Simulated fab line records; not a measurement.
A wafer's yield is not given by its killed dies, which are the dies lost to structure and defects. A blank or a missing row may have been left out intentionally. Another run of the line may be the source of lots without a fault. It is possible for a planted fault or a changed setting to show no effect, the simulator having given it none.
Which tool did it? + flow gf180mcu + Sampling: 6 lots, 17 wafers, 3 of 602 route steps

== WHAT EACH GAUGE READ, for each wafer ==
GF_PSD_RS_MEAS_15: measurement is done with a four-point probe.
| lot  | measured     | on            | PSD_RS (ohm/sq)      |
|------|--------------|---------------|----------------------|
| L536 | day 14 17:56 | film_metro-01 | 108.44 108.36 108.60 |
| L541 | day 17 02:43 | film_metro-04 | 108.58 108.89 108.40 |
| L543 | day 18 07:08 | film_metro-04 | 108.52 108.18 108.61 |
| L545 | day 18 22:02 | film_metro-04 | 108.41 108.65 108.61 |
| L550 | day 20 06:02 | film_metro-02 | 119.14 118.79 108.88 |
| L552 | day 20 19:17 | film_metro-04 | 118.58 108.35        |

== WHAT TOOL EACH LOT RAN ON (gives the tool, then ch and the chambers of the sampled wafers, and finally the start) ==
| lot  | GF_PSD_IMPLANT_09               | GF_PSD_STRIP_10                      |
|------|---------------------------------|--------------------------------------|
| L536 | implanter-01 ch 0, day 14 17:22 | plasma_asher-04 ch 0,1, day 14 17:31 |
| L541 | implanter-04 ch 0, day 17 02:04 | plasma_asher-04 ch 1, day 17 02:13   |
| L543 | implanter-04 ch 0, day 18 06:34 | plasma_asher-02 ch 0,1, day 18 06:43 |
| L545 | implanter-01 ch 0, day 18 21:29 | plasma_asher-01 ch 0,1, day 18 21:37 |
| L550 | implanter-01 ch 0, day 20 05:28 | plasma_asher-02 ch 0,1, day 20 05:35 |
| L552 | implanter-01 ch 0, day 20 18:43 | plasma_asher-01 ch 0,1, day 20 18:50 |
- GF_PSD_IMPLANT_09
- GF_PSD_STRIP_10: strips in O2/N2.

== THE ANSWER, worked out from the rows above alone ==
Rule: what is usual is taken from the lots themselves. Put in order of their means at a reading, lots are off if they are a third of the lots or fewer, leave a main group of 4 or more, and stand apart from it by a gap of 3 or more times the standard deviation of the main group's means; of several such gaps the widest counts. If all means in a main group match to the digits the tables above print for the reading, that group is not used. Also off: a lot with no number at a reading for which 4 or more lots have one. All remaining lots with rows at the step are treated as sound.
Off: at GF_PSD_RS_MEAS_15 (PSD_RS), L550, L552. For the main group the mean is 108.52 ohm/sq and the standard deviation 0.074.
A tool fits if, at a process step before that reading, it ran every lot that is off, and no sound lot after the first of them. Gauges at GF_PSD_RS_MEAS_15: tried the same way as those tools. One candidate fits, namely implanter-01 at GF_PSD_IMPLANT_09. A fault onset in the window from L545 (day 18 21:29, its last sound lot) to L550 (day 20 05:28, its first lot off) fits.

== WHAT HAD BEEN PUT IN BY THE SIMULATOR ==
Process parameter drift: implanter-01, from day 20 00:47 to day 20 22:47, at GF_PSD_IMPLANT_09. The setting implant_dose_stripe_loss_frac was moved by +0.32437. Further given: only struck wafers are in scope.
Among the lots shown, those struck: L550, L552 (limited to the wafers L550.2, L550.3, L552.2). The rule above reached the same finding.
